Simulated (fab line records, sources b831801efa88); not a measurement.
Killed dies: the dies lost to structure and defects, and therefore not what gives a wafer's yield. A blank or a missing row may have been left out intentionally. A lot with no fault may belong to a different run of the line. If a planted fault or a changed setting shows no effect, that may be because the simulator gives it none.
fab line records    flow sky130
record lots=6  wafers=18  last-day=50
route steps=708 shown CAPM@538 PAD_OPEN@708
lots untouched by any fault: they come from a run of this same line in which no faults occurred
start-h: start of the lot's first displayed wafer, in hours after the record's first day    wait-h: hours elapsed since this lot's preceding step    " repeats the value in the row above    L1.1+2: a row that stands for several wafers    - value missing, or start not given    * or withheld: withheld    < > ~ a bound
route shown NAME@n: a module of which the file shows steps, and the number in the route of the first    usual: mean/standard deviation of fault-free wafers    same: alike in all rows    chamber/n: place in a boat    sites: readings site by site    _std_site: standard deviation of those values    _edge_site: the outer-site mean with the inner-site mean subtracted    radius-mm: for every site, how far away it sits from the centre of the wafer    mask NAME#n: copy n    behind: the last tool/chamber to shape the wafer    hold: cause of the lot's hold/its duration in hours/its outcome    device: the transistor (n, p or np) that didn't switch    end of line: at the end of the route, the tests of the same wafers    a step given without rows: its recipe and nothing more    killed: count of dies lost to structure and defects at first sort (not the wafer's yield)    map: a wafer's dies, x killed, . not, _ none there
set.NAME: the setting as run; set.NAME@STEP: as run at that earlier step    model.NAME: the simulator's own value behind a step, which no gauge read
lots at some steps of the route; a table a step, a row a wafer
services: a tool's chamber out of use, with start hour (start-h, from the record's first day; less than 0 if before it), hours out, and reason
## steps
# step SKY_CAPM_THK_MEAS_01
# recipe reads=SiO2_of_CAPM_CVD_00
# usual CAPM_CVD_00_THK=15.51/0.21
lot.wafer  tool           chamber  start-h  wait-h  CAPM_CVD_00_THK[nm]
L619.1     film-metro-04  -        855.16   -       15.35
L619.2     "              -        "        "       15.56
L619.6     "              -        "        "       15.41
L624.2     film-metro-03  -        905.18   -       15.23
L624.3     "              -        "        "       15.48
L624.6     "              -        "        "       15.35
L627.3     film-metro-01  -        920.83   -       15.89
L627.4     "              -        "        "       15.29
L627.5     "              -        "        "       15.47
L636.2     film-metro-03  -        992.67   -       15.59
L636.4     "              -        "        "       15.46
L636.5     "              -        "        "       15.39
L634.1     film-metro-01  -        993.12   -       15.17
L634.3     "              -        "        "       15.36
L634.4     "              -        "        "       15.73
L638.2     film-metro-04  -        995.33   -       15.55
L638.4     "              -        "        "       15.79
L638.5     "              -        "        "       15.58
# step SKY_CAPM_SPUTTER_02
# recipe material=TiN  target-thk-nm=200  temp-c=300  power-w=6500  time-s=166.7  chamber-pressure-pa=0.4
# usual throttle-valve-pct=30.8/1.1
lot.wafer  tool            chamber  start-h  wait-h  throttle-valve-pct
L619.1     pvd-sputter-02  -        855.22   0.1     30.8
L619.2     "               -        "        "       31.2
L619.6     "               -        "        "       31.3
L624.2     pvd-sputter-02  -        905.23   0.0     31.5
L624.3     "               -        "        "       31.0
L624.6     "               -        "        "       31.0
L627.3     pvd-sputter-04  -        920.87   0.0     33.7
L627.4     "               -        "        "       30.7
L627.5     "               -        "        "       33.6
L636.2     pvd-sputter-02  -        992.72   0.0     30.9
L636.4     "               -        "        "       29.3
L636.5     "               -        "        "       31.2
L634.1     pvd-sputter-01  -        993.18   0.1     31.1
L634.3     "               -        "        "       29.8
L634.4     "               -        "        "       28.9
L638.2     pvd-sputter-01  -        995.38   0.0     29.2
L638.4     "               -        "        "       28.9
L638.5     "               -        "        "       31.3
# step SKY_CAPM_RS_MEAS_03
# recipe thk-meas-gauge=four-point-probe  reads=TiN_of_CAPM_SPUTTER_02
# usual CAPM_TIN_RS=6.90/0.052
lot.wafer  tool           chamber  start-h  wait-h  CAPM_TIN_RS[ohm/sq]
L619.1     film-metro-01  -        855.33   0.1     6.89
L619.2     "              -        "        "       6.97
L619.6     "              -        "        "       6.93
L624.2     film-metro-04  -        905.36   0.1     6.88
L624.3     "              -        "        "       6.90
L624.6     "              -        "        "       6.90
L627.3     film-metro-03  -        921.02   0.1     6.80
L627.4     "              -        "        "       6.91
L627.5     "              -        "        "       6.82
L636.2     film-metro-01  -        992.85   0.1     6.87
L636.4     "              -        "        "       6.94
L636.5     "              -        "        "       6.95
L634.1     film-metro-03  -        993.28   0.1     6.91
L634.3     "              -        "        "       6.92
L634.4     "              -        "        "       6.93
L638.2     film-metro-03  -        995.51   0.1     6.95
L638.4     "              -        "        "       7.00
L638.5     "              -        "        "       6.92
# step SKY_CAPM_THK_MEAS_04
# recipe thk-meas-gauge=xrf  reads=TiN_of_CAPM_SPUTTER_02
# usual CAPM_TIN_THK=203.5/2.1
lot.wafer  tool           chamber  start-h  wait-h  CAPM_TIN_THK[nm]
L619.1     film-metro-01  -        855.45   0.1     203.1
L619.2     "              -        "        "       201.8
L619.6     "              -        "        "       202.6
L624.2     film-metro-04  -        905.47   0.1     205.3
L624.3     "              -        "        "       205.6
L624.6     "              -        "        "       206.3
L627.3     film-metro-03  -        921.12   0.1     206.2
L627.4     "              -        "        "       204.0
L627.5     "              -        "        "       205.3
L636.2     film-metro-01  -        992.96   0.1     203.3
L636.4     "              -        "        "       203.3
L636.5     "              -        "        "       201.7
L634.1     film-metro-03  -        993.40   0.1     201.6
L634.3     "              -        "        "       202.1
L634.4     "              -        "        "       201.5
L638.2     film-metro-03  -        995.62   0.1     201.3
L638.4     "              -        "        "       199.5
L638.5     "              -        "        "       202.6
# step SKY_CAPM_DEHYDRATE_05
# recipe temp-c=200  time-s=60
# step SKY_CAPM_HMDS_06
# recipe prime-time-s=60  prime-temp-c=120
# step SKY_CAPM_COAT_07
# recipe resist=NOVOLAK  spin-rpm=3000  resist-thk-nm=1140
# step SKY_CAPM_SOFTBAKE_08
# recipe temp-c=90  time-s=60  resist=NOVOLAK
# step SKY_CAPM_EXPOSE_09
# recipe mask-id=CAPM  na=0.6  source-shape=conventional  sigma-outer=0.6  polarization=unpolarized  target-cd-nm=1000  dose-mj=159
# step SKY_CAPM_PEB_10
# recipe temp-c=withheld  time-s=*  resist=NOVOLAK
# step SKY_CAPM_DEVELOP_11
# recipe resist=NOVOLAK  developer=TMAH  develop-time-s=60  dev-temp-c=23
# step SKY_CAPM_OVL_MEAS_12
# usual CAPM_OVL=0.2/1.3
lot.wafer  tool        chamber  start-h  wait-h  CAPM_OVL[nm]
L619.1     overlay-01  -        881.12   0.1     -0.9
L619.2     "           -        "        "       -0.1
L619.6     "           -        "        "       -0.3
L624.2     overlay-02  -        929.45   0.1     0.1
L624.3     "           -        "        "       1.1
L624.6     "           -        "        "       -0.1
L627.3     overlay-01  -        946.27   0.1     -0.7
L627.4     "           -        "        "       -1.7
L627.5     "           -        "        "       -0.1
L636.2     overlay-01  -        1014.97  0.1     -0.4
L636.4     "           -        "        "       -1.9
L636.5     "           -        "        "       0.5
L634.1     overlay-01  -        1015.99  0.1     1.4
L634.3     "           -        "        "       0.4
L634.4     "           -        "        "       1.9
L638.2     overlay-02  -        1017.97  0.1     2.5
L638.4     "           -        "        "       1.6
L638.5     "           -        "        "       0.8
# step SKY_CAPM_METAL_ETCH_13
# recipe target-depth-nm=220  stop-on=SiO2  chemistry=Cl2/BCl3  target=TiN  pressure-mtorr=10  icp-w=900  bias-w=48.5  Cl2_flow_sccm=60  bcl3-flow-sccm=30  time-s=62.9
# usual drypump-motor-current-A=5.9/0.39  mfc-cl2-sccm=59.98/0.16  oes-product-au=0.943/0.0062  run-length-s=91.1/0.41  throttle-valve-pct=21.901/0.0096
lot.wafer  tool          chamber  start-h  wait-h  drypump-motor-current-A  mfc-cl2-sccm  oes-product-au  rf-hours-counter-h  run-length-s  throttle-valve-pct  model.NOVOLAK_of_CAPM_COAT_07.thk-nm  model.CAPM.feature-depth-nm  model.etch.depth-nm
L619.1     rie-metal-02  1        881.15   0.0     5.7                      59.88         0.939           3                   90.9          21.892              1001                                  201.2                        201.2
L619.2     "             0        "        "       5.8                      59.95         0.937           1                   90.6          21.917              993.7                                 199.1                        199.1
L619.6     "             0        "        "       5.8                      60.08         0.941           -                   90.6          21.894              997.4                                 199.8                        199.8
L624.2     rie-metal-04  0        929.48   0.0     6.0                      60.04         0.992           14                  85.4          21.876              1008                                  195.7                        195.7
L624.3     "             1        "        "       5.2                      60.04         0.949           -                   91.3          21.899              987.3                                 200.6                        200.6
L624.6     "             0        "        "       6.0                      60.07         0.995           -                   85.6          21.871              1008                                  196.4                        196.4
L627.3     rie-metal-04  1        946.32   0.0     5.2                      60.03         0.946           -                   91.0          21.892              994.9                                 202.8                        202.8
L627.4     "             0        "        "       6.0                      59.64         1.001           -                   85.6          21.869              1010                                  198                          198
L627.5     "             1        "        "       5.2                      60.00         0.950           -                   91.0          21.897              995.9                                 202.4                        202.4
L636.2     rie-metal-04  0        1015.00  0.0     6.0                      60.05         0.942           18                  91.5          21.896              998.3                                 201.3                        201.3
L636.4     "             0        "        "       6.0                      59.98         0.942           -                   91.3          21.903              1001                                  199.9                        199.9
L636.5     "             1        "        "       5.2                      59.72         0.947           -                   90.8          21.906              994                                   199.4                        199.4
L634.1     rie-metal-01  1        1016.03  0.0     6.3                      60.26         0.942           17                  91.9          21.896              996.3                                 199.7                        199.7
L634.3     "             1        "        "       6.3                      60.12         0.936           -                   91.7          21.921              997.8                                 199.6                        199.6
L634.4     "             0        "        "       6.5                      59.96         0.934           -                   90.9          21.903              993.5                                 199                          199
L638.2     rie-metal-01  0        1018.00  0.0     6.5                      59.76         0.936           22                  91.0          21.912              996.8                                 198.7                        198.7
L638.4     "             1        "        "       6.3                      60.00         0.928           -                   91.6          21.910              998                                   197.2                        197.2
L638.5     "             0        "        "       6.5                      60.02         0.938           -                   91.2          21.889              999.9                                 199.5                        199.5
# step SKY_CAPM_STRIP_14
# recipe chemistry=O2/N2  power-w=1400  pressure-mtorr=1500  platen-temp-c=withheld  o2-flow-sccm=3000  n2-flow-sccm=300  overash-fraction=0.5
# usual drypump-motor-current-A=5.5/0.35  oes-product-au=0.711/0.0045  strip-time-to-endpoint-s=12.68/0.038
lot.wafer  tool             chamber  start-h  wait-h  drypump-motor-current-A  oes-product-au  rf-hours-counter-h  strip-time-to-endpoint-s
L619.1     plasma-asher-03  1        881.23   0.1     5.4                      0.713           77                  12.75
L619.2     "                0        "        "       5.2                      0.710           77                  12.65
L619.6     "                1        "        "       5.5                      0.716           -                   12.71
L624.2     plasma-asher-04  1        929.56   0.1     5.7                      0.718           46                  12.81
L624.3     "                0        "        "       5.4                      0.719           -                   12.59
L624.6     "                0        "        "       5.4                      0.707           -                   12.83
L627.3     plasma-asher-03  0        946.41   0.1     5.2                      0.712           -                   12.67
L627.4     "                1        "        "       5.5                      0.719           -                   12.77
L627.5     "                0        "        "       5.2                      0.720           -                   12.68
L636.2     plasma-asher-04  1        1015.08  0.1     5.7                      0.711           54                  12.72
L636.4     "                1        "        "       5.7                      0.709           -                   12.73
L636.5     "                0        "        "       5.4                      0.701           -                   12.66
L634.1     plasma-asher-04  1        1016.11  0.1     5.6                      0.713           54                  12.67
L634.3     "                0        "        "       5.4                      0.710           -                   12.71
L634.4     "                1        "        "       5.7                      0.715           -                   12.65
L638.2     plasma-asher-04  1        1018.08  0.1     5.6                      0.710           55                  12.69
L638.4     "                1        "        "       5.7                      0.712           -                   12.71
L638.5     "                1        "        "       5.6                      0.717           -                   12.73
# step SKY_CAPM_STRIP_15
# recipe chemistry=post-etch-residue-remover  time-s=1200  temp-c=72.5
# step SKY_PAD_OPEN_PROBE_99
# usual defect-limited-yield=82.3/2  killed_at_M0_to_M3=44/7.9  killed_at_M4_up=3.1/1.9  killed-at-contacts=24/4.6  killed-at-front-end=16/4.9  killed-at-other=0.3/0.6  killed-dies=87/9.7  killed-open=48/7.2  killed-short=39/5.6
# same gross-dies=492  killed-at-back-side=0
lot.wafer  tool       chamber  start-h  wait-h  defect-limited-yield[%]  killed_at_M0_to_M3  killed_at_M4_up  killed-at-contacts  killed-at-front-end  killed-at-other  killed-dies  killed-open  killed-short  model.etest.met3.line-ohm-um  model.etest.via3-chain.rc-ohm  model.etest.tester.sort-n-pass  model.etest.met3.rs-ohm-sq  model.etest.tester.sort-yield-pct  model.etest.met3.rs-ohm-sq-rim-less-centre  model.etest.tester.sort_bin_4_pct  model.etest.cap-ono.under-floor
L619.1     prober-01  -        1074.76  0.1     79.5                     60                  4                23                  14                   0                101          64           37            0.1441                        9.954                          391                             0.04346                     79.47                              -0.0007671                                  0                                  0
L619.2     prober-01  -        1074.81  0.1     82.5                     45                  2                28                  11                   0                86           48           38            0.1444                        10.07                          406                             0.0432                      82.52                              9.984e-05                                   0                                  0
L619.6     prober-01  -        1075.01  0.2     82.9                     48                  2                23                  11                   0                84           53           31            0.1438                        10.02                          408                             0.04304                     82.93                              0.0004279                                   0                                  0
L624.2     prober-02  -        1117.49  0.1     84.6                     34                  0                25                  17                   0                76           40           35            769.4                         584.4                          0                               231.2                       0                                  28.12                                       84.55                              1
L624.3     prober-02  -        1117.54  0.2     82.9                     46                  4                23                  11                   0                84           47           37            0.1412                        10.4                           408                             0.04282                     82.93                              0.0001501                                   0                                  0
L624.6     prober-02  -        1117.69  0.2     81.1                     50                  5                22                  14                   2                93           56           34            797.3                         574.6                          0                               239.2                       0                                  142.2                                       81.1                               1
L627.3     prober-02  -        1131.81  0.2     81.5                     50                  2                22                  17                   0                91           43           48            0.1419                        9.302                          401                             0.04278                     81.5                               -9.465e-05                                  0                                  0
L627.4     prober-02  -        1131.86  0.2     82.3                     53                  1                15                  17                   1                87           47           40            0.1419                        16.25                          323                             0.04297                     65.65                              -0.0008376                                  0                                  0
L627.5     prober-02  -        1131.91  0.2     80.9                     48                  3                21                  22                   0                94           51           43            0.1433                        9.65                           398                             0.0428                      80.89                              -0.000312                                   0                                  0
L636.2     prober-01  -        1187.92  0.1     81.7                     37                  2                31                  20                   0                90           53           37            0.1436                        9.93                           402                             0.04261                     81.71                              0.0007633                                   0                                  0
L636.4     prober-01  -        1188.02  0.2     83.5                     41                  4                22                  13                   1                81           48           32            0.1446                        9.914                          411                             0.04363                     83.54                              0.0003122                                   0                                  0
L636.5     prober-01  -        1188.07  0.2     81.9                     45                  3                21                  20                   0                89           41           48            0.1401                        9.569                          403                             0.04268                     81.91                              -0.00057                                    0                                  0
L634.1     prober-02  -        1190.73  0.1     84.1                     40                  3                22                  13                   0                78           40           38            0.1452                        9.247                          414                             0.043                       84.15                              -0.0002302                                  0                                  0
L634.3     prober-02  -        1190.83  0.2     82.5                     38                  7                23                  18                   0                86           46           39            0.1457                        9.918                          406                             0.04297                     82.52                              0.0003008                                   0                                  0
L634.4     prober-02  -        1190.88  0.2     81.7                     44                  4                28                  13                   1                90           56           33            0.1429                        9.577                          402                             0.04274                     81.71                              -0.000198                                   0                                  0
L638.2     prober-01  -        1190.78  0.1     82.1                     41                  5                25                  17                   0                88           47           41            0.1451                        8.944                          404                             0.04261                     82.11                              8.064e-05                                   0                                  0
L638.4     prober-01  -        1190.88  0.2     82.3                     43                  4                23                  17                   0                87           50           37            0.1431                        9.271                          405                             0.04269                     82.32                              -0.0007177                                  0                                  0
L638.5     prober-01  -        1190.93  0.2     81.5                     36                  7                23                  25                   0                91           51           40            0.1441                        8.884                          401                             0.0431                      81.5                               1.41e-05                                    0                                  0
# killed by level:class
L619.1 VIA1:geometric-particle:open=16 VIA2:geometric-particle:open=10 CONTACT:geometric-particle:open=9 VIA1:geometric-particle:short=7 METAL2:geometric-particle:short=6 FIELD_ISO:geometric-particle:open=5 VIA2:geometric-particle:short=4 LI_CONTACT:geometric-particle:open=4
L619.2 LI_CONTACT:geometric-particle:open=12 CONTACT:geometric-particle:open=10 VIA1:geometric-particle:open=9 VIA2:geometric-particle:open=9 VIA2:geometric-particle:short=8 FIELD_ISO:geometric-particle:short=5 METAL1:geometric-particle:short=4 METAL2:geometric-particle:short=4
L619.6 LI_CONTACT:geometric-particle:open=11 VIA2:geometric-particle:open=10 CONTACT:geometric-particle:open=7 METAL1:geometric-particle:short=7 VIA1:geometric-particle:open=7 METAL1:geometric-particle:open=5 VIA1:geometric-particle:short=5 FIELD_ISO:geometric-particle:open=3
L624.2 CONTACT:geometric-particle:open=7 CONTACT:geometric-particle:short=7 VIA1:geometric-particle:open=7 VIA2:geometric-particle:open=6 METAL1:geometric-particle:short=6 LI_CONTACT:geometric-particle:open=4 LOCAL_INTERCONNECT:geometric-particle:short=4 VIA3:geometric-particle:open=3
L624.3 CONTACT:geometric-particle:open=11 VIA3:geometric-particle:open=7 VIA1:geometric-particle:open=7 VIA2:geometric-particle:open=6 POLY_GATE:geometric-particle:open=5 METAL1:geometric-particle:short=5 METAL2:geometric-particle:short=5 LI_CONTACT:geometric-particle:open=4
L624.6 LI_CONTACT:geometric-particle:open=10 VIA1:geometric-particle:open=10 VIA2:geometric-particle:open=9 VIA3:geometric-particle:open=8 METAL2:geometric-particle:short=7 FIELD_ISO:geometric-particle:open=4 CONTACT:geometric-particle:open=4 CONTACT:geometric-particle:short=4
L627.3 VIA1:geometric-particle:open=11 VIA1:geometric-particle:short=10 LI_CONTACT:geometric-particle:open=9 METAL2:geometric-particle:short=8 POLY_GATE:geometric-particle:open=6 LI_CONTACT:geometric-particle:short=5 POLY_GATE:geometric-particle:short=4 CONTACT:geometric-particle:open=4
L627.4 VIA1:geometric-particle:open=13 VIA2:geometric-particle:open=9 METAL1:geometric-particle:short=8 POLY_GATE:geometric-particle:open=6 CONTACT:geometric-particle:open=6 FIELD_ISO:geometric-particle:open=5 CONTACT:geometric-particle:short=5 VIA2:geometric-particle:short=5
L627.5 VIA1:geometric-particle:open=12 VIA2:geometric-particle:open=9 METAL1:geometric-particle:short=8 FIELD_ISO:geometric-particle:open=6 CONTACT:geometric-particle:open=6 LI_CONTACT:geometric-particle:open=6 VIA1:geometric-particle:short=6 FIELD_ISO:geometric-particle:short=5
L636.2 LI_CONTACT:geometric-particle:open=13 VIA1:geometric-particle:open=7 FIELD_ISO:geometric-particle:open=6 CONTACT:geometric-particle:open=6 VIA3:geometric-particle:open=6 FIELD_ISO:geometric-particle:short=5 VIA1:geometric-particle:short=5 VIA2:geometric-particle:open=5
L636.4 VIA1:geometric-particle:open=12 CONTACT:geometric-particle:open=11 VIA2:geometric-particle:open=7 VIA1:geometric-particle:short=7 FIELD_ISO:geometric-particle:open=6 VIA3:geometric-particle:open=5 METAL4:geometric-particle:short=4 LI_CONTACT:geometric-particle:open=4
L636.5 VIA1:geometric-particle:open=12 CONTACT:geometric-particle:open=9 POLY_GATE:geometric-particle:short=6 METAL2:geometric-particle:short=6 VIA1:geometric-particle:short=5 VIA2:geometric-particle:open=5 METAL3:geometric-particle:short=5 FIELD_ISO:geometric-particle:short=4
L634.1 VIA1:geometric-particle:open=9 POLY_GATE:geometric-particle:short=7 CONTACT:geometric-particle:open=7 LI_CONTACT:geometric-particle:open=6 VIA1:geometric-particle:short=6 VIA2:geometric-particle:open=6 CONTACT:geometric-particle:short=4 METAL1:geometric-particle:short=4
L638.2 VIA2:geometric-particle:open=10 VIA1:geometric-particle:open=9 CONTACT:geometric-particle:open=8 POLY_GATE:geometric-particle:open=6 VIA1:geometric-particle:short=6 LI_CONTACT:geometric-particle:short=5 METAL1:geometric-particle:short=5 POLY_GATE:geometric-particle:short=4
L634.3 VIA1:geometric-particle:open=12 VIA3:geometric-particle:open=7 POLY_GATE:geometric-particle:open=6 LI_CONTACT:geometric-particle:open=6 CONTACT:geometric-particle:short=6 METAL4:geometric-particle:short=4 POLY_GATE:geometric-particle:short=4 LOCAL_INTERCONNECT:geometric-particle:short=4
L634.4 CONTACT:geometric-particle:open=12 LI_CONTACT:geometric-particle:open=10 VIA1:geometric-particle:open=10 METAL1:geometric-particle:short=6 VIA3:geometric-particle:open=5 POLY_GATE:geometric-particle:open=4 METAL2:geometric-particle:short=4 METAL1:geometric-particle:open=4
L638.4 VIA1:geometric-particle:open=13 CONTACT:geometric-particle:open=9 VIA2:geometric-particle:open=9 VIA1:geometric-particle:short=7 LI_CONTACT:geometric-particle:open=7 CONTACT:geometric-particle:short=5 METAL2:geometric-particle:short=5 FIELD_ISO:geometric-particle:short=4
L638.5 POLY_GATE:geometric-particle:open=10 VIA1:geometric-particle:open=8 FIELD_ISO:geometric-particle:open=7 LI_CONTACT:geometric-particle:open=7 METAL4:geometric-particle:short=6 METAL2:geometric-particle:short=6 VIA3:geometric-particle:open=6 CONTACT:geometric-particle:open=5
## services
tool             chamber  start-h  hours  kind
rie-metal-02     0        841.41   -      clean
rie-metal-02     0        841.41   15.8   scheduled-down
rie-metal-02     0        841.41   15.8   vent-cycle
pvd-sputter-02   -        844.38   9.1    repair
rie-metal-02     -        852.24   1.1    repair
plasma-asher-03  -        863.21   1.4    repair
pvd-sputter-01   -        897.89   8.7    repair
pvd-sputter-02   -        912.87   1.2    repair
rie-metal-04     -        912.91   2.8    pm
pvd-sputter-02   -        939.64   4.4    repair
rie-metal-01     1        948.92   1.2    repair
pvd-sputter-02   0        958.13   -      consumable-replace:kit
pvd-sputter-02   0        958.13   18.0   scheduled-down
pvd-sputter-02   0        958.13   18.0   vent-cycle
plasma-asher-04  -        958.72   2.8    pm
pvd-sputter-04   1        960.41   -      consumable-replace:kit
pvd-sputter-04   1        960.41   18.0   scheduled-down
pvd-sputter-04   1        960.41   18.0   vent-cycle
plasma-asher-03  -        983.18   1.4    repair
pvd-sputter-01   1        984.95   -      consumable-replace:kit
pvd-sputter-01   1        984.95   18.0   scheduled-down
pvd-sputter-01   1        984.95   18.0   vent-cycle
rie-metal-01     -        994.27   1.4    pm
## key
first-sign step=SKY_CAPM_METAL_ETCH_13  reading=run-length-s  direction=down  sigmas=14  usual=*  struck=*
effect step=SKY_CAPM_METAL_ETCH_13  reading=oes-product-au  direction=up  sigmas=8.6  usual=0.943  struck=0.996
effect step=SKY_CAPM_STRIP_14  reading=strip-time-to-endpoint-s  direction=up  sigmas=3.2  usual=*  struck=*
model-effect step=SKY_CAPM_METAL_ETCH_13  value=NOVOLAK_of_CAPM_COAT_07.thk-nm  without=995.3  struck=1009
model-effect step=SKY_PAD_OPEN_PROBE_99  value=etest.met3.line-ohm-um  without=0.1425  struck=522.3
met-at SKY_CAPM_METAL_ETCH_13
struck-wafers L624.2,L624.6,L627.4
fault kind=process-parameter-drift  tool=rie-metal-04  chamber=0  onset-h=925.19  steps=SKY_CAPM_METAL_ETCH_13  channel=time-s  offset=*  shape=step  end-h=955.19  acts-in=*  stated=*
